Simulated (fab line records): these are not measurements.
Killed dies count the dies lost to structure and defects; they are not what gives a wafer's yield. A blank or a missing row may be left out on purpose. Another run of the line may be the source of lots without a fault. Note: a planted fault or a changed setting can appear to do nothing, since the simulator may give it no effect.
Which tool did it?    flow sfq_line    41 wafers from 14 lots sampled at 4 of the route's 325 steps

== WHAT THE GAUGES SHOWED, per wafer ==
SFQ_M7_RS_MEAS_943: measurement is done with a four-point probe. Usual: M7_NB_RS typically reads 0.888 ohm/sq, with standard deviation 0.0092.
lot   measured      on             M7_NB_RS (ohm/sq)  flag
L475  day 59 00:18  film_metro-04  0.879 0.882 0.886  
L476  day 59 12:19  film_metro-04  0.892 0.897 0.890  
L477  day 59 16:37  film_metro-03  0.871 0.881 0.891  
L478  day 60 19:01  film_metro-04  0.877 0.882 0.880  
L480  day 61 03:26  film_metro-04  0.886 0.895 0.889  
L486  day 62 05:20  film_metro-03  0.877 0.883 0.887  
L487  day 62 06:33  film_metro-01  0.890 0.884        
L488  day 62 08:21  film_metro-03  0.874 0.890 0.882  
L489  day 62 08:57  film_metro-01  0.894 0.889 0.897  
L492  day 62 12:32  film_metro-03  0.886 0.880 0.882  
L494  day 67 19:23  film_metro-01  0.883 0.895 0.875  
L496  day 68 14:08  film_metro-03  0.912 0.894 0.891  
L497  day 69 05:01  film_metro-04  0.881 0.893 0.876  
L498  day 70 02:36  film_metro-03  0.878 0.893 0.892  

SFQ_M8_THK_MEAS_950: measures by xrf. Usual: M8_AU_THK typically reads 183.5 nm, with standard deviation 2.2.
lot   measured      on             M8_AU_THK (nm)     flag
L475  day 69 06:10  film_metro-03  185.4 183.7 183.9  
L476  day 69 12:10  film_metro-03  185.5 185.0 185.2  
L477  day 69 18:08  film_metro-03  182.5 182.4 179.8  
L478  day 72 18:00  film_metro-02  189.1 185.7 187.9  
L480  day 72 20:25  film_metro-02  183.8 185.0 186.4  
L486  day 73 08:24  film_metro-03  183.2 181.4 182.7  
L487  day 73 09:37  film_metro-04  184.5 181.7        
L488  day 73 10:49  film_metro-04  183.7 183.2 182.6  
L489  day 73 13:13  film_metro-02  183.5 186.4 183.3  
L492  day 73 23:47  film_metro-04  181.5 183.7 182.7  
L494  day 74 10:36  film_metro-04  180.0 181.2 180.1  
L496  day 76 04:25  film_metro-04  182.6 184.2 182.9  
L497  day 76 08:01  film_metro-03  178.9 184.3 183.6  
L498  day 76 09:13  film_metro-03  182.3 180.2 183.5  

== EACH LOT AND THE TOOL THAT RAN IT (in order: tool; ch and the chambers of the sampled wafers; start) ==
lot   SFQ_TRILAYER_I7_VIA_LITHO_COAT_192  SFQ_TRILAYER_I7_VIA_STRIP_STRIP_191
L475  litho_track-02 ch 0, day 64 03:31   rie_metal-03 ch 0,1, day 68 15:47
L476  litho_track-03 ch 0, day 64 13:34   rie_metal-03 ch 0,1, day 69 05:31
L477  litho_track-04 ch 0, day 64 18:13   rie_metal-02 ch 0,1, day 69 08:55
L478  litho_track-04 ch 0, day 65 20:12   rie_metal-03 ch 0,1, day 70 05:19
L480  litho_track-02 ch 0, day 66 00:16   rie_metal-03 ch 0,1, day 70 08:45
L486  litho_track-02 ch 0, day 67 03:44   rie_metal-03 ch 0,1, day 70 22:03
L487  litho_track-04 ch 0, day 67 05:10   rie_metal-03 ch 0,1, day 70 23:15
L488  litho_track-04 ch 0, day 67 06:47   rie_metal-03 ch 0,1, day 71 00:27
L489  litho_track-03 ch 0, day 67 09:47   rie_metal-04 ch 0,1, day 71 02:51
L492  litho_track-02 ch 0, day 67 17:07   rie_metal-03 ch 0,1, day 71 08:51
L494  litho_track-02 ch 0, day 68 10:47   rie_metal-02 ch 0,1, day 71 22:14
L496  litho_track-04 ch 0, day 72 07:02   rie_metal-02 ch 1, day 74 04:02
L497  litho_track-02 ch 0, day 72 11:55   rie_metal-02 ch 0,1, day 74 06:26
L498  litho_track-02 ch 0, day 72 23:55   rie_metal-03 ch 0,1, day 74 07:47
- SFQ_TRILAYER_I7_VIA_LITHO_COAT_192: resist thk 62 nm.
- SFQ_TRILAYER_I7_VIA_STRIP_STRIP_191: strips in O2.

== WHAT THE TOOLS THEMSELVES READ (means of the sampled wafers that have a number; where no wafer has one, the mark that the record gives instead) ==
SFQ_TRILAYER_I7_VIA_LITHO_COAT_192. Usual: 3000.0 rpm for spin_speed_rpm, sd 2.
lot   tool            spin_speed_rpm (rpm)  flag
L475  litho_track-02  3001.6                
L476  litho_track-03  3000.6                
L477  litho_track-04  3000.3                
L478  litho_track-04  3001.1                
L480  litho_track-02  2999.1                
L486  litho_track-02  2998.7                
L487  litho_track-04  3097.5                OFF
L488  litho_track-04  3099.1                OFF
L489  litho_track-03  2998.4                
L492  litho_track-02  2999.0                
L494  litho_track-02  2998.7                
L496  litho_track-04  2999.8                
L497  litho_track-02  3001.8                
L498  litho_track-02  3002.4                

SFQ_TRILAYER_I7_VIA_STRIP_STRIP_191. Usual: drypump_motor_current_A 5.91 A, standard deviation 0.26; oes_product_au 0.999 a.u., standard deviation 0.0095.
lot   tool          drypump_motor_current_A (A)  oes_product_au (a.u.)  flag
L475  rie_metal-03  5.89                         0.999                  
L476  rie_metal-03  5.94                         1.010                  
L477  rie_metal-02  6.03                         0.982                  
L478  rie_metal-03  5.92                         1.005                  
L480  rie_metal-03  5.92                         0.995                  
L486  rie_metal-03  5.90                         1.006                  
L487  rie_metal-03  5.92                         0.996                  
L488  rie_metal-03  5.93                         1.001                  
L489  rie_metal-04  6.04                         1.001                  
L492  rie_metal-03  5.90                         1.003                  
L494  rie_metal-02  5.82                         0.988                  
L496  rie_metal-02  6.22                         0.992                  
L497  rie_metal-02  5.80                         0.994                  
L498  rie_metal-03  5.95                         1.010                  

== THE ANSWER, worked out from the rows above alone ==
Rule: a lot is off if the mean of its wafers that have a number lies more than 3 standard deviations from the usual mean. Also off: a lot with no number at a reading for which 4 or more lots have one. All remaining lots with rows at the step are treated as sound. First the gauges in route order, then the tools' own readings, where a lot's mean is used as printed above. At the first step where some lot is off, the reading lying furthest off is the one used; lots without a number count as furthest.
Off at SFQ_TRILAYER_I7_VIA_LITHO_COAT_192 (spin_speed_rpm): L487, L488.
If a tool, at that step or one of the process steps before it, ran each lot that is off and ran no sound lot following the first of them, it fits. No candidate that was tried fits.

== WHAT THE SIMULATOR HAD PUT IN ==
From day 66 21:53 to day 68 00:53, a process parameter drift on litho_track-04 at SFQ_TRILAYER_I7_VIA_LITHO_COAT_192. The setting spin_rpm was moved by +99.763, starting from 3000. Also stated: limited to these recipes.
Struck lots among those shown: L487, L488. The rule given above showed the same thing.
